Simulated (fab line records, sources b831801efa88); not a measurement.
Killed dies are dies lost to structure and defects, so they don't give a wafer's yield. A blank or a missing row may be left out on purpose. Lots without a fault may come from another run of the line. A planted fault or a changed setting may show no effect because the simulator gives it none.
Split-lot experiment | flow sfq_line | 5 lots, 27 wafers read, on a route of 325 steps

THE SPLIT
At SFQ_TRILAYER_A5C_DEP_PECVD_142 (deposits SiO2 from SiH4/N2O, time 15.556 s, target thk 70 nm), the setting time_s was moved away from the recipe's 15.556 s on 12 of the 27 wafers read, by -40.6% to +47.1%. The other wafers ran this setting at the recipe's value.

FROM THE SPLIT TO THE READING: what the file shows between them, 3 steps
- SFQ_TRILAYER_I5_LITHO_COAT_149: resist thk 62 nm
- SFQ_TRILAYER_I5_LITHO_COAT_144: resist thk 650 nm
- SFQ_TRILAYER_C5_BARC_OPEN_VIA_ETCH_210: etches BARC in O2, target depth 125 nm, time 41.7 s

THE READING
oes_product_au, in a.u., at SFQ_TRILAYER_C5_ETCH_VIA_ETCH_154 (etches SiO2 in CHF3, stops on Nb, target depth 84 nm). Fault-free wafers of this fab line usually give 0.893 a.u., standard deviation 0.0068 a.u..

wafer  | tool, chamber at the split | time_s as run, s | against the recipe | oes_product_au, a.u. | against lot-mates on the recipe
L074.1 | pecvd-02, 2                | 15.556           | recipe             | 0.892                | -
L074.2 | pecvd-02, 1                | 22.89            | +47.1%             | 0.999                | +0.107
L074.3 | pecvd-02, 0                | 22.89            | +47.1%             | 0.982                | +0.090
L074.4 | pecvd-02, 1                | 15.556           | recipe             | 0.892                | -
L074.5 | pecvd-02, 0                | 15.556           | recipe             | 0.893                | -
L074.6 | pecvd-02, 2                | 22.89            | +47.1%             | 1.006                | +0.114
L076.1 | pecvd-02, 0                | 15.556           | recipe             | 0.882                | -
L076.2 | pecvd-02, 1                | 15.556           | recipe             | 0.897                | -
L076.5 | pecvd-02, 0                | 15.556           | recipe             | 0.889                | -
L078.1 | pecvd-01, 2                | 12               | -22.9%             | 0.771                | -0.123
L078.2 | pecvd-01, 1                | 15.556           | recipe             | 0.890                | -
L078.3 | pecvd-01, 0                | 12               | -22.9%             | 0.767                | -0.127
L078.4 | pecvd-01, 2                | 15.556           | recipe             | 0.898                | -
L078.5 | pecvd-01, 1                | 15.556           | recipe             | 0.893                | -
L078.6 | pecvd-01, 0                | 12               | -22.9%             | 0.778                | -0.116
L083.1 | pecvd-02, 1                | 15.556           | recipe             | 0.890                | -
L083.2 | pecvd-02, 2                | 15.556           | recipe             | 0.887                | -
L083.3 | pecvd-02, 0                | 9.233            | -40.6%             | 0.680                | -0.215
L083.4 | pecvd-02, 1                | 9.233            | -40.6%             | 0.680                | -0.215
L083.5 | pecvd-02, 0                | 9.233            | -40.6%             | 0.683                | -0.212
L083.6 | pecvd-02, 2                | 15.556           | recipe             | 0.909                | -
L084.1 | pecvd-04, 0                | 9.449            | -39.3%             | 0.685                | -0.209
L084.2 | pecvd-04, 2                | 15.556           | recipe             | 0.899                | -
L084.3 | pecvd-04, 1                | 9.449            | -39.3%             | 0.690                | -0.204
L084.4 | pecvd-04, 0                | 15.556           | recipe             | 0.892                | -
L084.5 | pecvd-04, 1                | 15.556           | recipe             | 0.892                | -
L084.6 | pecvd-04, 2                | 9.449            | -39.3%             | 0.692                | -0.202

THE FIT
A straight line over all 27 wafers: oes_product_au changes by +0.00385 a.u. for each +1% of time_s; r = +0.95; the points scatter about the line by 0.031 a.u..
The same after taking each lot's own level away (the mean of its wafers on the recipe; 27 wafers): +0.00388 a.u. for each +1%; r = +0.95; scatter 0.031 a.u..
On that fit, the largest move of time_s shifts the reading by 0.18 a.u..
The lots' own levels span 0.8893 to 0.8953 a.u., that is 0.9 times the standard deviation above.
So the lot-to-lot level changes the slope little: the two slopes agree.
Check: with one of the wafers moved furthest among these (+47.1%) left out of the fit, the line predicts +0.172 a.u. for it against its lot-mates. It came out at +0.107 a.u. against them.

OTHER SPLITS ON THESE WAFERS
These wafers also went through other splits before the reading. Each is held against what the fit with the lots' levels taken away leaves over:
other split on the same wafers             | wafers away from the commonest value | r with oes_product_au (lot level and that fit taken away)
SFQ_TRILAYER_M3_ETCH_METAL_ETCH_078 time_s | 9                                    | -0.17
SFQ_TRILAYER_M4_ETCH_METAL_ETCH_096 time_s | 6                                    | -0.05
SFQ_TRILAYER_R5_DEP_SPUTTER_133 time_s     | 12                                   | -0.08

THE WHOLE CHAIN: every reading that the file lists as answering this split, in the file's order
step                              | what it does                                                 | reading                                                                                    | change (the file's fit)                   | r (the file's)
SFQ_TRILAYER_A5C_DEP_PECVD_142    | deposits SiO2 from SiH4/N2O, time 15.556 s, target thk 70 nm | SiO2_of_TRILAYER_A5C_DEP_PECVD_142.thk_nm (the simulator's own value, which no gauge read) | +0.705 nm for each +1% of the setting     | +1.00
SFQ_TRILAYER_C5_ETCH_VIA_ETCH_154 | etches SiO2 in CHF3, stops on Nb, target depth 84 nm         | oes_product_au                                                                             | +0.00411 a.u. for each +1% of the setting | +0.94
SFQ_TRILAYER_C5_ETCH_VIA_ETCH_154 | etches SiO2 in CHF3, stops on Nb, target depth 84 nm         | C5.feature_depth_nm (the simulator's own value, which no gauge read)                       | +0.556 nm for each +1% of the setting     | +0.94

THE FILE'S OWN FIT
oes_product_au changes by +0.00411 a.u. for each +1% of time_s, r = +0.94.
